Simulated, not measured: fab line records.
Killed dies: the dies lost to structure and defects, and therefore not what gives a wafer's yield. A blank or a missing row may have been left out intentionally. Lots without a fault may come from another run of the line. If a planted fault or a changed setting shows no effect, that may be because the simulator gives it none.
Struck lot and sound lot, side by side || flow sky130 || 17 out of 708 route steps
Sound: the wafers L424.1, L424.3, L424.4. Wafers struck: L438.2, L438.5, L438.6. At the end, the cause is stated.
At each step with rows: each side's tool, then ch and its chambers, then its first start. Under that, the readings that differ: sound wafers || struck wafers || difference of the means || sigmas: that difference in standard deviations of wafers without a fault.
alike: words and numbers the same on both sides, and readings whose means are apart by under 2 such deviations; not compared: readings that were withheld, readings missing a value for some wafer, numbers with overlapping values and no deviation given by the record, and bounds like >300 which may hide the same value.
The two part at a step that has a row with sigmas, a row that says differs or no value, or rows on one side only. When numbers do not overlap yet have no deviation, they are printed without sigmas and do not part them. A reading missing from all wafers of one side parts the sides only when that side holds two or more wafers.

SKY_LDD_HVN_OVL_MEAS_07:
  sound: overlay-02 at day 24 05:44; struck: overlay-02 at day 28 05:14
  alike: LDD_HVN_OVL
following that, these wafers have no rows for 1 step: SKY_LDD_HVN_IMPLANT_08.
SKY_LDD_HVN_STRIP_09: strips in O2/N2.
  sound on plasma-asher-01 ch 0,1, day 24 05:55; struck on plasma-asher-02 ch 0,1, day 28 05:25
  alike: drypump-motor-current-A, oes-product-au, strip-time-to-endpoint-s
  not compared: rf-hours-counter-h
SKY_LDD_HVN_TW_MEAS_10:
  sound: film-metro-03 at day 24 06:01; struck: film-metro-02 at day 28 05:32
{"reading": "LDD_HVN_TW", "sound": "1411 1410 1405", "struck": "1441 1441 1432", "difference": "+29", "sigmas": "+2"}
then, 7 steps without rows for these wafers: SKY_LDD_HVP_DEHYDRATE_00 (time 60 s); SKY_LDD_HVP_HMDS_01 (prime time 60 s); SKY_LDD_HVP_COAT_02 (resist thk 300 nm); SKY_LDD_HVP_SOFTBAKE_03 (time 60 s); SKY_LDD_HVP_EXPOSE_04 (exposes mask HVPTM, target cd 700 nm); SKY_LDD_HVP_PEB_05; SKY_LDD_HVP_DEVELOP_06 (develop time 60 s).
SKY_LDD_HVP_OVL_MEAS_07:
  sound: overlay-02 at day 25 11:41; struck: overlay-01 at day 29 09:35
  alike: LDD_HVP_OVL
SKY_LDD_HVP_IMPLANT_08:
  sound on implanter-04 ch 0, day 25 11:43; struck on implanter-02 ch 0, day 29 09:39
{"reading": "beam-energy-keV", "sound": "19.997 19.984 20.006", "struck": "24.619 24.621 24.625", "difference": "+4.626", "sigmas": "+99 or more"}
{"reading": "model.implant.rp-nm (nm)", "sound": "62.96 62.96 62.96", "struck": "75.55 75.55 75.55", "difference": "+12.59", "sigmas": ""}
{"reading": "model.implant.drp-nm (nm)", "sound": "28.53 28.53 28.53", "struck": "35.26 35.26 35.26", "difference": "+6.73", "sigmas": ""}
  alike: faraday-current-uA
SKY_LDD_HVP_STRIP_09: strips in O2/N2.
  sound on plasma-asher-01 ch 0,1, day 25 11:52; struck on plasma-asher-01 ch 0,1, day 29 09:46
  alike: drypump-motor-current-A, oes-product-au, strip-time-to-endpoint-s
  not compared: rf-hours-counter-h
SKY_LDD_HVP_TW_MEAS_10:
  sound: film-metro-01 at day 25 11:58; struck: film-metro-02 at day 29 09:53
{"reading": "LDD_HVP_TW", "sound": "455.8 457.4 457.0", "struck": "475.4 478.6 477.7", "difference": "+20.5", "sigmas": "+7"}
then, 1 step without rows for these wafers: SKY_LDD_LDN_DEHYDRATE_00 (time 60 s).
-- record jumps: 21 days separate the struck wafers' starts on either side; left off in module LDD_LDN, taken up again in module PAD_OPEN, whose first shown step is the route's number 708 --
SKY_PAD_OPEN_PROBE_99:
  sound: prober-02 at day 48 10:37; struck: prober-02 at day 50 19:06
{"reading": "model.etest.tip_p_5v.rs-ohm-sq", "sound": "2835 2842 2845", "struck": "2758 2772 2743", "difference": -83, "sigmas": ""}
{"reading": "model.etest.pfet-g5v0d10v5.drive-ua-um", "sound": "337.6 339.5 328.5", "struck": "354.3 354.1 355.4", "difference": "+19.4", "sigmas": ""}
{"reading": "model.etest.pfet-g5v0d10v5.off-log10-a-um", "sound": "-12.55 -12.4 -12.81", "struck": "-11.77 -11.89 -11.73", "difference": "+0.79", "sigmas": ""}
{"reading": "model.etest.pfet-g5v0d10v5.vt-sat-v (V)", "sound": "-0.6322 -0.6144 -0.6596", "struck": "-0.5602 -0.5641 -0.5472", "difference": "+0.0782", "sigmas": ""}
  alike: killed_at_M0_to_M3, killed_at_M4_up, killed-at-contacts, killed-at-front-end, killed-at-other, killed-dies, killed-on-rim, killed-open, killed-short

WHERE THEY PART
Last at SKY_LDD_HVP_TW_MEAS_10 as far as this record goes, first at SKY_LDD_HVN_TW_MEAS_10. Later steps at which nothing parts them and some readings are alike: SKY_PAD_OPEN_PROBE_99.

WHY: what the simulator had put in
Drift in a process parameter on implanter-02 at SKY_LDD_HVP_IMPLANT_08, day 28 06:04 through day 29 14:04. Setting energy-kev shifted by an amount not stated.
